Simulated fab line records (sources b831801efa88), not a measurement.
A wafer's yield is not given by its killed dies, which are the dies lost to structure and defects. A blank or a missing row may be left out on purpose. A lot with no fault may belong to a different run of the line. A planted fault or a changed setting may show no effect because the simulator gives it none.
Struck lot and sound lot, side by side	flow sfq_line	14 steps out of a route of 325
Sound: the wafers L279.2, L279.5, L279.6. Struck: wafer L288.6 (left out: L288.1, L288.2 of the same lot, which were not struck); the cause appears at the end.
Order at every step that has rows: each side's tool, ch and its chambers, its first start. Under that, the readings that differ: sound wafers	struck wafers	difference of the means	sigmas: that difference in standard deviations of wafers without a fault.
alike: readings whose means differ by less than 2 such deviations, and words and numbers that are the same on both sides. not compared: withheld readings, readings that some wafer has no value for, bounds like >300 that may hide the same value, and numbers for which the record gives no deviation and whose values overlap.
The two part at a step that has a row with sigmas, a row that says differs or no value, or rows on one side only. Non-overlapping numbers with no deviation appear without sigmas and do not part them. A reading missing from all wafers of one side parts the sides only when that side holds two or more wafers.

SFQ_TRILAYER_I5_BARC_OPEN_VIA_ETCH_200: etches BARC in O2, target depth 125 nm, time 41.7 s.
  sound on rie_diel-02 ch 0,3, day 61 17:25; struck on rie_diel-02 ch 1, day 73 09:10
  alike: drypump_motor_current_A, oes_product_au, rf_fwd_power_W
  not compared: rf_hours_counter_h
SFQ_TRILAYER_I5_ETCH_VIA_ETCH_147: etches the open film in CHF3, stops on Nb, target depth 360 nm.
  sound on rie_diel-02 ch 0,3, day 61 17:27; struck on rie_diel-02 ch 1, day 73 09:12
reading	sound	struck	difference	sigmas
rf_fwd_power_W (W)	496.7 496.2 500.2	501.3	+3.6	+2
  alike: drypump_motor_current_A, oes_product_au
SFQ_TRILAYER_I5_STRIP_STRIP_148: strips in O2.
  sound on rie_metal-04 ch 0,1, day 61 17:36; struck on rie_metal-04 ch 1, day 73 09:21
  alike: drypump_motor_current_A, oes_product_au
  not compared: rf_hours_counter_h
then, 7 steps without rows for these wafers: SFQ_TRILAYER_I5_STRIP_SOLV_CLEAN_149 (cleans in NMP, time 600 s); SFQ_TRILAYER_C5_LITHO_COAT_156 (resist thk 62 nm); SFQ_TRILAYER_C5_LITHO_COAT_151 (resist thk 650 nm); SFQ_TRILAYER_C5_LITHO_SOFTBAKE_155; SFQ_TRILAYER_C5_LITHO_EXPOSE_152 (exposes mask C5, target cd 500 nm); SFQ_TRILAYER_C5_LITHO_PEB_154 (peb time 60 s); SFQ_TRILAYER_C5_LITHO_DEVELOP_153 (time 60 s).
-- the record jumps here: 4 days lie between the struck wafers' starts before and after --
SFQ_C5_OVL_MEAS_937:
  sound on overlay-01, day 61 23:23; struck on overlay-01, day 77 03:07
reading	sound	struck	difference	sigmas
C5_OVL (nm)	6 6 7	-5	-11	-2
SFQ_TRILAYER_C5_BARC_OPEN_VIA_ETCH_210: etches BARC in O2, target depth 125 nm, time 41.7 s.
  sound on rie_diel-03 ch 0,3, day 61 23:25; struck on rie_diel-03 ch 1, day 77 03:10
reading	sound	struck	difference	sigmas
drypump_motor_current_A (A)	6.3 6.1 6.3	5.3	-0.9	-2
rf_fwd_power_W (W)	493.5 492.3 492.9	497.4	+4.5	+2
  alike: oes_product_au
  not compared: rf_hours_counter_h
SFQ_TRILAYER_C5_ETCH_VIA_ETCH_154: etches SiO2 in CHF3, stops on Nb, target depth 84 nm.
  sound on rie_diel-03 ch 0,3, day 61 23:27; struck on rie_diel-03 ch 1, day 77 03:12
reading	sound	struck	difference	sigmas
drypump_motor_current_A (A)	6.3 6.1 6.3	5.3	-0.9	-2
rf_fwd_power_W (W)	495.8 492.6 495.1	414.0	-80.5	-40
  alike: oes_product_au
SFQ_TRILAYER_C5_STRIP_STRIP_155: strips in O2.
  sound on rie_metal-03 ch 0,1, day 61 23:30; struck on rie_metal-03 ch 0, day 77 03:14
reading	sound	struck	difference	sigmas
oes_product_au (a.u.)	0.988 1.011 0.981	0.966	-0.027	-2
  alike: drypump_motor_current_A
  not compared: rf_hours_counter_h

## WHERE THEY PART
At SFQ_TRILAYER_I5_ETCH_VIA_ETCH_147 first; at SFQ_TRILAYER_C5_STRIP_STRIP_155 last (within this record only).

WHY: what had been put in by the simulator
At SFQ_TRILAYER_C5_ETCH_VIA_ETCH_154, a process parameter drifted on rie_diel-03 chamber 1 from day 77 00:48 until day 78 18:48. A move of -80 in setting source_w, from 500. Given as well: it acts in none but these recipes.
